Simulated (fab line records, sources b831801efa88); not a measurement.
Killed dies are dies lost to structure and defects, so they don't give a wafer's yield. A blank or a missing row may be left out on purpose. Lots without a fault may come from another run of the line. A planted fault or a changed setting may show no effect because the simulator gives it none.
Which tool did it? | flow sky130 | 6 lots, 18 wafers sampled, at 1 step of a route of 708

WHAT THE GAUGES READ, wafer by wafer
SKY_GATE_OXIDE_OVL_MEAS_10.
lot  | measured     | on         | GATE_OXIDE_OVL (nm)
L985 | day 14 02:19 | overlay-02 | -1.0 -1.0 -1.2
L987 | day 14 15:22 | overlay-02 | -2.1 -3.7 -3.0
L991 | day 16 07:13 | overlay-01 | 0.6 0.4 1.7
L995 | day 17 15:46 | overlay-01 | -0.6 0.7 0.8
L999 | day 19 08:08 | overlay-01 | -0.9 -1.3 -1.5
L104 | day 20 18:53 | overlay-01 | 0.7 1.0 0.4

WHICH TOOL RAN EACH LOT (tool, then ch and the chambers of the sampled wafers, then the start)
The record holds no process step before these readings.

THE ANSWER, worked out from the rows above alone
Rule: what is usual is taken from the lots themselves. Put in order of their means at a reading, lots are off if they are a third of the lots or fewer, leave a main group of 4 or more, and stand apart from it by a gap of 3 or more times the standard deviation of the main group's means; of several such gaps the widest counts. A main group whose means are all the same, to the digits that the tables above print for the reading, isn't used. A lot without any number at a reading at which 4 lots or more have one is off too. The other lots that the step has rows for count as sound.
No lot is off at any reading shown: from this, nothing can be told.

WHAT THE SIMULATOR HAD PUT IN
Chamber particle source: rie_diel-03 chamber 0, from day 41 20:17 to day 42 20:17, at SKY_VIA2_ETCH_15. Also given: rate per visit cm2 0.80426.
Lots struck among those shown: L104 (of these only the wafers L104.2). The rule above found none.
